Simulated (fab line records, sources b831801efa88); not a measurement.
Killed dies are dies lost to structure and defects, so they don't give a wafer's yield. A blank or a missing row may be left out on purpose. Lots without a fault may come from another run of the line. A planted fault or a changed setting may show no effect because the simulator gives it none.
Which tool did it? | flow sky130 | 14 lots, 39 wafers sampled, at 4 steps of a route of 708

WHAT THE GAUGES READ, wafer by wafer
SKY_LDD_P_TW_MEAS_11. Usual: LDD_P_TW 631, standard deviation 4.1.
lot  | measured     | on            | LDD_P_TW    | flag
L616 | day 18 17:54 | film_metro-03 | 632 632 633 |
L617 | day 19 02:38 | film_metro-04 | 627 625 627 |
L618 | day 19 21:22 | film_metro-04 | 628 627 625 |
L619 | day 19 22:07 | film_metro-01 | 631 633 634 |
L620 | day 20 12:07 | film_metro-03 | 632 635 638 |
L621 | day 21 03:22 | film_metro-03 | 632 634 630 |
L623 | day 21 21:49 | film_metro-03 | 631 634 631 |
L625 | day 22 11:50 | film_metro-03 | 633 633 631 |
L627 | day 23 09:07 | film_metro-01 | 631 631 634 |
L630 | day 24 10:58 | film_metro-01 | 635 632 634 |
L636 | day 26 07:56 | film_metro-03 | 633 629     |
L637 | day 27 02:24 | film_metro-03 | 633 634     |
L638 | day 27 03:26 | film_metro-04 | 629 629     |
L639 | day 27 13:14 | film_metro-01 | 638 635 635 |

SKY_RES_XHIGH_TW_MEAS_09. Usual: RES_XHIGH_TW 1634, standard deviation 16.
lot  | measured     | on            | RES_XHIGH_TW   | flag
L616 | day 26 09:22 | film_metro-04 | 1619 1623 1631 |
L617 | day 26 19:08 | film_metro-03 | 1620 1620 1630 |
L618 | day 27 13:43 | film_metro-04 | 1624 1624 1620 |
L619 | day 27 15:40 | film_metro-04 | 1622 1624 1629 |
L620 | day 28 01:25 | film_metro-04 | 1619 1622 1618 |
L621 | day 28 15:05 | film_metro-04 | 1614 1621 1617 |
L623 | day 29 07:55 | film_metro-04 | 1609 1608 1612 |
L625 | day 29 20:34 | film_metro-03 | 1635 1636 1635 |
L627 | day 30 17:54 | film_metro-03 | 1633 1637 1643 |
L630 | day 31 18:04 | film_metro-02 | 1651 1658 1651 |
L636 | day 33 09:29 | film_metro-03 | 30 1648        | OFF
L637 | day 34 03:04 | film_metro-02 | 30 1647        | OFF
L638 | day 34 04:29 | film_metro-02 | 30 1658        | OFF
L639 | day 34 10:43 | film_metro-03 | 1632 1643 1627 |

SKY_SD_N_OVL_MEAS_08. Usual: SD_N_OVL 0.0 nm, standard deviation 1.3.
lot  | measured     | on         | SD_N_OVL (nm)  | flag
L616 | day 27 15:14 | overlay-02 | 0.4 0.3 -0.4   |
L617 | day 28 00:07 | overlay-02 | -2.0 1.0 0.6   |
L618 | day 28 18:29 | overlay-02 | -1.4 -2.9 -1.3 |
L619 | day 28 20:25 | overlay-01 | -0.5 -0.7 -0.5 |
L620 | day 29 05:40 | overlay-01 | 3.2 1.5 2.4    |
L621 | day 29 19:04 | overlay-02 | -1.0 -2.1 -2.0 |
L623 | day 30 12:44 | overlay-01 | -1.5 -0.6 0.0  |
L625 | day 31 00:13 | overlay-02 | -0.6 0.4 -0.9  |
L627 | day 31 20:53 | overlay-02 | -1.0 -1.4 -1.6 |
L630 | day 32 20:31 | overlay-01 | 0.8 1.9 0.8    |
L636 | day 34 10:52 | overlay-01 | 0.5 0.9        |
L637 | day 35 05:32 | overlay-02 | 0.6 1.8        |
L638 | day 35 07:25 | overlay-01 | -0.5 0.2       |
L639 | day 35 13:13 | overlay-01 | -0.6 1.9 -0.3  |

WHICH TOOL RAN EACH LOT (tool, then ch and the chambers of the sampled wafers, then the start)
lot  | SKY_RES_XHIGH_DEVELOP_06
L616 | litho_track-04 ch 0, day 26 08:59
L617 | litho_track-01 ch 0, day 26 18:44
L618 | litho_track-01 ch 0, day 27 13:20
L619 | litho_track-04 ch 0, day 27 15:16
L620 | litho_track-02 ch 0, day 28 01:02
L621 | litho_track-01 ch 0, day 28 14:41
L623 | litho_track-02 ch 0, day 29 07:31
L625 | litho_track-04 ch 0, day 29 20:10
L627 | litho_track-01 ch 0, day 30 17:31
L630 | litho_track-02 ch 0, day 31 17:40
L636 | litho_track-02 ch 0, day 33 09:07
L637 | litho_track-02 ch 0, day 34 02:41
L638 | litho_track-02 ch 0, day 34 04:07
L639 | litho_track-04 ch 0, day 34 10:19
- SKY_RES_XHIGH_DEVELOP_06: develop time 60 s.

WHAT THE TOOLS THEMSELVES READ (means of the sampled wafers that have a number; where no wafer has one, the mark that the record gives instead)
The record holds no such reading with a usual standard deviation.

THE ANSWER, worked out from the rows above alone
Rule: a lot is off if the mean of its wafers that have a number lies more than 3 standard deviations from the usual mean. A lot without any number at a reading at which 4 lots or more have one is off too. The other lots that the step has rows for count as sound. The gauges are gone through in route order, then the tools' own readings, and for those a lot's mean is taken as printed above. The first step at which some lot is off is used, and at that step the reading that is off furthest; a lot without a number counts as furthest.
Off: L636, L637, L638, at SKY_RES_XHIGH_TW_MEAS_09 (RES_XHIGH_TW).
A tool fits if, at a process step before that reading, it ran every lot that is off, and no sound lot after the first of them. The gauges at SKY_RES_XHIGH_TW_MEAS_09 are tried like those tools. One fits: litho_track-02 at SKY_RES_XHIGH_DEVELOP_06. Its last sound lot is L630 (day 31 17:40), its first lot that is off L636 (day 33 09:07): a fault that began between those two fits.

WHAT THE SIMULATOR HAD PUT IN
Process parameter drift: litho_track-02, from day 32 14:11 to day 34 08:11, at SKY_RES_XHIGH_DEVELOP_06. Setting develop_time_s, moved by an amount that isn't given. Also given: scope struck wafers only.
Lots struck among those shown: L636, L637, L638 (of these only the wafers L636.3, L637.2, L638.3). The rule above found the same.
